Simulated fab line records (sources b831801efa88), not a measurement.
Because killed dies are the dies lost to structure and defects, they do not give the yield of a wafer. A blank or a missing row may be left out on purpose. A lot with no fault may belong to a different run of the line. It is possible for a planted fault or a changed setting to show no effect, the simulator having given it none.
Comparing a struck lot with a sound one || flow sky130 || 37 steps out of a route of 708
Sound: these wafers, L452.1, L452.4, L452.6. Wafers struck: L438.3, L438.4, L438.5. The cause comes at the end.
At each step with rows: each side's tool, then ch and its chambers, then its first start. Under that, the readings that differ: sound wafers || struck wafers || difference of the means || sigmas: that difference in standard deviations of wafers without a fault.
alike: a reading whose means differ by less than 2 such deviations, as well as words and numbers matching on both sides. not compared: withheld readings; readings where some wafer has no value; bounds like >300 that might hide an equal value; numbers whose values overlap and for which the record gives no deviation.
Wherever a step has rows on one side only, a row that says differs or no value, or a row with sigmas, the two part there. When numbers do not overlap yet have no deviation, they are printed without sigmas and do not part them. A reading missing from all wafers of one side parts the sides only when that side holds two or more wafers.

first, 10 steps without rows for these wafers: SKY_LDD_LDN_SOFTBAKE_03 (time 60 s); SKY_LDD_LDN_EXPOSE_04 (exposes mask LDNTM, target cd 700 nm); SKY_LDD_LDN_PEB_05; SKY_LDD_LDN_DEVELOP_06 (develop time 60 s); SKY_LDD_LDN_IMPLANT_08; SKY_LDD_LDN_IMPLANT_09; SKY_LDD_LDN_IMPLANT_10; SKY_LDD_LDN_IMPLANT_11; SKY_LDD_LDN_STRIP_12 (strips in O2/N2); SKY_LDD_LDN_CLEAN_14 (cleans in SC1/SC2, time 150 s).
SKY_SPACER_CVD_00: deposits Si3N4 from DCS/NH3, target thk 43.1 nm, time 740 s.
  sound on lpcvd-02 ch 1, day 30 15:00; struck on lpcvd-02 ch 1, day 26 11:53
{"reading": "model.Si3N4_of_SPACER_CVD_00.thk nm (nm)", "sound": "43.24 42.64 43.14", "struck": "37.86 37.88 37.66", "difference": -5.21, "sigmas": ""}
  alike: spike tc centre C
SKY_SPACER_THK_MEAS_01:
  sound: film metro-03 at day 30 16:13; struck: film metro-04 at day 26 13:07
{"reading": "SPACER_CVD_00_THK (nm)", "sound": "43.2 42.7 43.2", "struck": "37.8 37.9 37.7", "difference": -5.2, "sigmas": -12}
SKY_SPACER_ETCHBACK_02: etches Si3N4 in CH3F/O2, stops on SiO2, time 46.7 s, target depth 45 nm.
  sound on rie diel-04 ch 0,1,3, day 30 16:16; struck on rie diel-04 ch 0,2, day 26 13:09
{"reading": "oes product au (a.u.)", "sound": "0.852 0.855 0.852", "struck": "0.797 0.791 0.796", "difference": -0.058, "sigmas": -9}
{"reading": "model.etch.depth nm (nm)", "sound": "43.24 42.64 43.14", "struck": "37.86 37.88 37.66", "difference": -5.21, "sigmas": ""}
  alike: drypump motor current A, rf fwd power W, throttle valve pct
  not compared: rf hours counter h
then, 22 steps without rows for these wafers: SKY_POLY_CUT_DEHYDRATE_00 (time 60 s); SKY_POLY_CUT_HMDS_01 (prime time 60 s); SKY_POLY_CUT_COAT_02 (resist thk 60 nm); SKY_POLY_CUT_COAT_03 (resist thk 450 nm); SKY_POLY_CUT_SOFTBAKE_04 (time 87.3 s); SKY_POLY_CUT_EXPOSE_05 (exposes mask NPCM, target cd 270 nm); SKY_POLY_CUT_PEB_06; SKY_POLY_CUT_DEVELOP_07 (develop time 60 s); SKY_POLY_CUT_ETCH_10 (etches BARC in N2/H2, stops on SiO2, time 45.9 s, target depth 60 nm); SKY_POLY_CUT_ETCH_11 (etches Si3N4 in CF4/CH2F2/Ar, stops on poly-Si, time 42.5 s, target depth 60 nm); SKY_POLY_CUT_STRIP_12 (strips in O2/N2); SKY_SD_P_DEHYDRATE_00 (time 60 s); SKY_SD_P_HMDS_01 (prime time 60 s); SKY_SD_P_COAT_02 (resist thk 1140 nm); SKY_SD_P_SOFTBAKE_03 (time 60 s); SKY_SD_P_EXPOSE_04 (exposes mask PSDM, target cd 380 nm); SKY_SD_P_PEB_05; SKY_SD_P_DEVELOP_06 (develop time 60 s); SKY_SD_P_IMPLANT_09; SKY_SD_P_STRIP_10 (strips in O2/N2); SKY_RES_XHIGH_DEHYDRATE_00 (time 60 s); SKY_RES_XHIGH_HMDS_01 (prime time 60 s).
-- the record jumps here: 5 days lie between the struck wafers' starts before and after (it left off in module RES_XHIGH and takes up again in module SALICIDE, whose first step shown is number 361 of the route) --
SKY_SALICIDE_CLEAN_00: cleans in HF-last, time 30 s.
  sound on wet bench-01 ch 2, day 35 20:52; struck on wet bench-03 ch 1, day 31 06:52
{"reading": "model.Si3N4_of_SPACER_CVD_00.thk nm (nm)", "sound": "42.25 41.66 42.15", "struck": "36.89 36.91 36.69", "difference": -5.19, "sigmas": ""}
-- the record jumps here: 17 days lie between the struck wafers' starts before and after (it left off in module SALICIDE and takes up again in module PAD_OPEN, whose first step shown is number 708 of the route) --
SKY_PAD_OPEN_PROBE_99:
  sound: prober-01 at day 51 01:26; struck: prober-02 at day 48 11:35
{"reading": "model.etest.pfet_01v8.r on ohm um", "sound": "2918 2881 2870", "struck": "2632 2729 2696", "difference": -204, "sigmas": ""}
{"reading": "model.etest.sonos uncharged.r on ohm um", "sound": "821.2 799.3 800", "struck": "756.1 790.6 775.3", "difference": -32.8, "sigmas": ""}
{"reading": "model.etest.pfet_01v8.drive ua um", "sound": "192.9 193 193.7", "struck": "214.3 207.5 206", "difference": "+16.1", "sigmas": ""}
{"reading": "model.etest.sram pfet latch.drive ua um", "sound": "148.6 145.9 143.1", "struck": "158.2 157.5 156.6", "difference": "+11.6", "sigmas": ""}
{"reading": "model.etest.pfet_01v8_hvt.drive ua um", "sound": "142.6 144.2 145.4", "struck": "161.9 156.2 157.2", "difference": "+14.4", "sigmas": ""}
{"reading": "model.etest.pfet_01v8.off log10 a um", "sound": "-9.519 -9.441 -9.359", "struck": "-8.86 -9.061 -9.048", "difference": "+0.45", "sigmas": ""}
{"reading": "model.etest.sram pfet latch.off log10 a um", "sound": "-12.46 -12.41 -12.54", "struck": "-12.14 -12.04 -12.28", "difference": "+0.32", "sigmas": ""}
{"reading": "model.etest.pfet_01v8_hvt.off log10 a um", "sound": "-13.04 -12.99 -12.9", "struck": "-12.58 -12.76 -12.66", "difference": "+0.31", "sigmas": ""}
  alike: killed_at_M0_to_M3, killed_at_M4_up, killed at contacts, killed at front end, killed at other, killed dies, killed open, killed short

== WHERE THEY PART ==
Last at SKY_SPACER_ETCHBACK_02 as far as this record goes, first at SKY_SPACER_THK_MEAS_01. Later steps at which nothing parts them and some readings are alike: SKY_PAD_OPEN_PROBE_99.

WHY: what had been put in by the simulator
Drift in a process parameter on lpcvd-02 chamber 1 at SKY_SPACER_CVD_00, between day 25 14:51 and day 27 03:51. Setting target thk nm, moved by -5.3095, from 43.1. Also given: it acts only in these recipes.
